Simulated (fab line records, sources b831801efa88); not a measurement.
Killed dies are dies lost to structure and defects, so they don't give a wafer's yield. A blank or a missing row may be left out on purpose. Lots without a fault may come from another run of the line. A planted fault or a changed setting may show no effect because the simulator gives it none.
fab line records | flow sfq_line | part 2 of 2: steps 24 to 32 of 32
record lots=5 wafers=15 last_day=96
route steps=325 shown JJ@195 M5@198 A5B@209 R5@212
lots that met no fault: from a run of the same line without faults
start_h: hours from the record's first day to the start of the lot's first wafer shown | wait_h: hours since the lot's step before | " the same as in the row above | L1.1+2: a row that stands for several wafers | - no value, or no start given | * or withheld: withheld | < > ~ a bound
route shown NAME@n: a module of which the file shows steps, and the number in the route of the first | usual: mean/standard deviation of fault-free wafers | same: alike in all rows | chamber/n: place in a boat | sites: the reading at each site | _std_site: their standard deviation | _edge_site: outer sites' mean less inner sites' | radius_mm: how far each site lies from the wafer's centre | mask NAME#n: copy n | behind: the tool/chamber that last shaped the wafer | hold: why the lot was held/for how many hours/how that ended | device: the transistor (n, p or np) that didn't switch | end of line: the same wafers' tests at the end of the route | a step without rows: its recipe alone | killed: dies lost to structure and defects at the first sort, not the wafer's yield | map: a wafer's dies, x killed, . not, _ none there
set.NAME: the setting as run; set.NAME@STEP: as run at that earlier step | model.NAME: the simulator's own value behind a step, which no gauge read
lots at some steps of the route; a table a step, a row a wafer
services: from which hour (start_h, from the record's first day; less than 0 if before it) a tool's chamber was out of use, for how many hours, and why
## steps
# step SFQ_TRILAYER_R5_LITHO_COAT_136
# recipe resist=KrF spin_rpm=3000 resist_thk_nm=600
# usual resist_line_temp_C=23.00/0.091 spin_speed_rpm=2999.7/1.7
# columns lot.wafer tool chamber start_h wait_h resist_line_temp_C spin_speed_rpm
L075.3 litho_track-04 0 1687.28 0.2 22.85 2999.9
L075.4 " 0 " " 23.06 3000.7
L075.6 " 0 " " 22.92 2995.9
L086.3 litho_track-04 0 1782.83 0.2 22.99 2998.0
L086.5 " 0 " " 22.89 2997.3
L086.6 " 0 " " 23.03 2999.9
L088.2 litho_track-04 0 1820.34 0.2 22.93 2999.1
L088.4 " 0 " " 22.92 3001.9
L088.5 " 0 " " 22.97 3002.2
L092.2 litho_track-04 0 1831.14 0.2 23.14 2999.3
L092.5 " 0 " " 23.02 3000.7
L092.6 " 0 " " 23.02 2999.9
L094.1 litho_track-01 0 1834.69 0.2 23.22 3001.5
L094.2 " 0 " " 23.04 3000.0
L094.6 " 0 " " 23.20 3000.4
# step SFQ_TRILAYER_R5_LITHO_SOFTBAKE_140
# recipe temp_c=withheld time_s=withheld resist=KrF
# usual resist_line_temp_C=*
# columns lot.wafer tool chamber start_h wait_h resist_line_temp_C
L075.3 litho_track-04 0 1687.53 0.2 *
L075.4 " 0 " " *
L075.6 " 0 " " *
L086.3 litho_track-04 0 1783.08 0.2 *
L086.5 " 0 " " *
L086.6 " 0 " " *
L088.2 litho_track-04 0 1820.62 0.2 *
L088.4 " 0 " " *
L088.5 " 0 " " *
L092.2 litho_track-04 0 1831.42 0.2 *
L092.5 " 0 " " *
L092.6 " 0 " " *
L094.1 litho_track-01 0 1834.99 0.2 *
L094.2 " 0 " " *
L094.6 " 0 " " *
# step SFQ_TRILAYER_R5_LITHO_EXPOSE_137
# recipe mask_id=R5 na=0.6 source_shape=conventional sigma_outer=0.65 target_cd_nm=500 dose_mj=14.4
# usual focus_offset_nm=0.0/0.56 stage_vel_mm_s=500.03/0.26
# same sigma_outer=0.65
# columns lot.wafer tool chamber start_h wait_h mask focus_offset_nm stage_vel_mm_s
L075.3 krf_scanner-02 0 1801.34 - R5#0 0.5 499.70
L075.4 " 0 " " R5#0 0.2 500.06
L075.6 " 0 " " R5#0 -0.1 499.59
L086.3 krf_scanner-01 0 1889.62 - R5#0 0.1 499.75
L086.5 " 0 " " R5#0 -0.1 500.34
L086.6 " 0 " " R5#0 0.1 500.48
L088.2 krf_scanner-01 0 1918.22 - R5#0 0.2 500.29
L088.4 " 0 " " R5#0 -0.3 500.09
L088.5 " 0 " " R5#0 0.7 500.04
L092.2 krf_scanner-01 0 1926.62 - R5#0 0.4 500.26
L092.5 " 0 " " R5#0 -0.6 500.27
L092.6 " 0 " " R5#0 1.0 500.20
L094.1 krf_scanner-01 0 1932.42 - R5#0 -1.0 499.78
L094.2 " 0 " " R5#0 0.6 500.30
L094.6 " 0 " " R5#0 0.5 500.30
# step SFQ_TRILAYER_R5_LITHO_PEB_139
# recipe peb_temp_c=115 peb_time_s=60 resist=KrF
# usual plate_temp_C=115.00/0.13 resist_line_temp_C=23.00/0.098
# columns lot.wafer tool chamber start_h wait_h plate_temp_C resist_line_temp_C
L075.3 litho_track-01 0 1802.19 0.7 115.07 23.04
L075.4 " 0 " " 114.83 22.94
L075.6 " 0 " " 114.85 22.99
L086.3 litho_track-03 0 1890.47 0.7 115.12 22.90
L086.5 " 0 " " 114.93 23.00
L086.6 " 0 " " 115.25 22.96
L088.2 litho_track-04 0 1919.24 0.8 115.09 22.99
L088.4 " 0 " " 114.91 23.00
L088.5 " 0 " " 115.08 22.87
L092.2 litho_track-04 0 1927.64 0.8 114.93 22.73
L092.5 " 0 " " 114.84 23.03
L092.6 " 0 " " 114.93 22.98
L094.1 litho_track-04 0 1933.62 1.0 115.13 22.89
L094.2 " 0 " " 115.01 23.07
L094.6 " 0 " " 115.10 23.00
# step SFQ_TRILAYER_R5_LITHO_DEVELOP_138
# recipe time_s=60 resist=KrF
# usual resist_line_temp_C=22.99/0.11
# columns lot.wafer tool chamber start_h wait_h resist_line_temp_C
L075.3 litho_track-01 0 1802.34 0.1 23.08
L075.4 " 0 " " 23.07
L075.6 " 0 " " 23.09
L086.3 litho_track-03 0 1890.62 0.1 23.10
L086.5 " 0 " " 23.17
L086.6 " 0 " " 22.98
L088.2 litho_track-04 0 1919.39 0.1 23.14
L088.4 " 0 " " 23.24
L088.5 " 0 " " 22.90
L092.2 litho_track-04 0 1927.79 0.1 22.90
L092.5 " 0 " " 22.91
L092.6 " 0 " " 22.99
L094.1 litho_track-04 0 1933.77 0.1 23.09
L094.2 " 0 " " 23.11
L094.6 " 0 " " 23.04
# step SFQ_R5_OVL_MEAS_935
# usual R5_OVL=2/5.4
# columns lot.wafer tool chamber start_h wait_h R5_OVL[nm]
L075.3 overlay-01 - 1802.45 0.1 5
L075.4 " - " " 11
L075.6 " - " " 6
L086.3 overlay-01 - 1890.73 0.1 6
L086.5 " - " " 2
L086.6 " - " " 3
L088.2 overlay-02 - 1919.52 0.1 4
L088.4 " - " " 3
L088.5 " - " " 2
L092.2 overlay-02 - 1927.92 0.1 2
L092.5 " - " " -5
L092.6 " - " " 0
L094.1 overlay-02 - 1933.92 0.1 7
L094.2 " - " " 9
L094.6 " - " " 5
# step SFQ_TRILAYER_R5_BARC_OPEN_METAL_ETCH_177
# recipe mask_material=PR chemistry=O2 target_depth_nm=125 target=BARC icp_w=600 bias_w=80 pressure_mtorr=10 time_s=41.7
# usual drypump_motor_current_A=5.7/0.53 oes_product_au=0.685/0.0044
# columns lot.wafer tool chamber start_h wait_h drypump_motor_current_A oes_product_au rf_hours_counter_h
L075.3 rie_metal-03 1 1802.49 0.0 4.8 0.686 -
L075.4 " 0 " " 5.6 0.691 -
L075.6 " 0 " " 5.6 0.686 -
L086.3 rie_metal-03 1 1890.77 0.0 4.8 0.689 -
L086.5 " 1 " " 4.8 0.679 -
L086.6 " 0 " " 5.5 0.684 -
L088.2 rie_metal-02 1 1919.55 0.0 6.3 0.692 100
L088.4 " 0 " " 6.0 0.684 -
L088.5 " 1 " " 6.3 0.687 -
L092.2 rie_metal-03 1 1927.95 0.0 4.8 0.686 110
L092.5 " 1 " " 4.9 0.696 -
L092.6 " 0 " " 5.6 0.684 -
L094.1 rie_metal-03 0 1933.95 0.0 5.5 0.680 50
L094.2 " 1 " " 4.8 0.681 111
L094.6 " 1 " " 4.8 0.684 -
# step SFQ_TRILAYER_R5_ETCH_METAL_ETCH_139
# recipe stop_on=SiO2 mask_material=PR chemistry=Cl2 target_depth_nm=60 icp_w=600 bias_w=80 pressure_mtorr=10 time_s=40
# usual drypump_motor_current_A=5.7/0.53 oes_product_au=0.989/0.0059
# columns lot.wafer tool chamber start_h wait_h drypump_motor_current_A oes_product_au rf_hours_counter_h
L075.3 rie_metal-03 1 1802.55 0.0 4.8 0.991 -
L075.4 " 0 " " 5.5 0.983 -
L075.6 " 0 " " 5.5 0.992 -
L086.3 rie_metal-03 1 1890.83 0.0 4.8 0.987 -
L086.5 " 1 " " 4.8 0.992 -
L086.6 " 0 " " 5.6 0.991 -
L088.2 rie_metal-02 1 1919.61 0.0 6.3 0.990 100
L088.4 " 0 " " 6.0 0.992 -
L088.5 " 1 " " 6.3 0.991 -
L092.2 rie_metal-03 1 1928.01 0.0 4.8 0.995 110
L092.5 " 1 " " 4.9 0.978 -
L092.6 " 0 " " 5.6 0.992 -
L094.1 rie_metal-03 0 1934.01 0.0 5.5 0.987 50
L094.2 " 1 " " 4.8 0.978 111
L094.6 " 1 " " 4.8 0.981 -
# step SFQ_TRILAYER_R5_STRIP_STRIP_140
# recipe gas=O2 power_w=200 platen_temp_c=40 overash_fraction=0.65 chemistry=O2 pressure_mtorr=50
# usual drypump_motor_current_A=5.7/0.53 oes_product_au=0.998/0.0077
# columns lot.wafer tool chamber start_h wait_h drypump_motor_current_A oes_product_au rf_hours_counter_h
L075.3 rie_metal-03 1 1802.79 0.2 4.8 0.995 -
L075.4 " 0 " " 5.5 0.993 -
L075.6 " 0 " " 5.5 1.001 -
L086.3 rie_metal-03 1 1891.07 0.2 4.8 0.994 -
L086.5 " 1 " " 4.8 0.994 -
L086.6 " 0 " " 5.6 0.991 -
L088.2 rie_metal-02 1 1919.67 0.0 6.3 1.005 100
L088.4 " 0 " " 6.0 1.016 -
L088.5 " 1 " " 6.3 1.000 -
L092.2 rie_metal-03 1 1928.07 0.0 4.8 0.995 110
L092.5 " 1 " " 4.8 0.993 -
L092.6 " 0 " " 5.5 1.006 -
L094.1 rie_metal-03 0 1934.07 0.0 5.5 0.988 50
L094.2 " 1 " " 4.8 0.982 111
L094.6 " 1 " " 4.8 0.988 -
## services
# columns tool chamber start_h hours kind
rie_metal-02 - 1530.57 2.8 pm
krf_scanner-01 - 1544.09 4.4 pm
rie_metal-01 - 1583.79 0.5 repair
krf_scanner-01 - 1597.53 1.3 pm
krf_scanner-01 - 1606.95 0.4 repair
krf_scanner-01 - 1608.52 1.0 pm
rie_metal-02 1 1611.34 20.7 repair
krf_scanner-01 - 1629.23 4.4 pm
pvd_sputter-04 - 1636.48 8.1 repair
pvd_sputter-04 - 1638.15 3.9 repair
wet_bench-02 - 1648.40 1.9 pm
wet_bench-02 - 1665.05 9.2 repair
krf_scanner-01 - 1670.09 0.8 pm
rie_metal-03 - 1681.41 1.4 pm
krf_scanner-01 - 1687.84 0.7 repair
rie_metal-03 - 1699.67 4.3 pm
rie_metal-02 - 1703.21 0.8 repair
rie_metal-03 - 1707.24 0.4 repair
rie_metal-02 1 1724.47 6.1 repair
krf_scanner-01 - 1773.54 1.3 pm
rie_metal-03 - 1775.99 0.4 repair
krf_scanner-01 - 1777.52 1.0 pm
krf_scanner-01 - 1838.07 0.8 pm
rie_metal-02 0 1852.21 7.7 repair
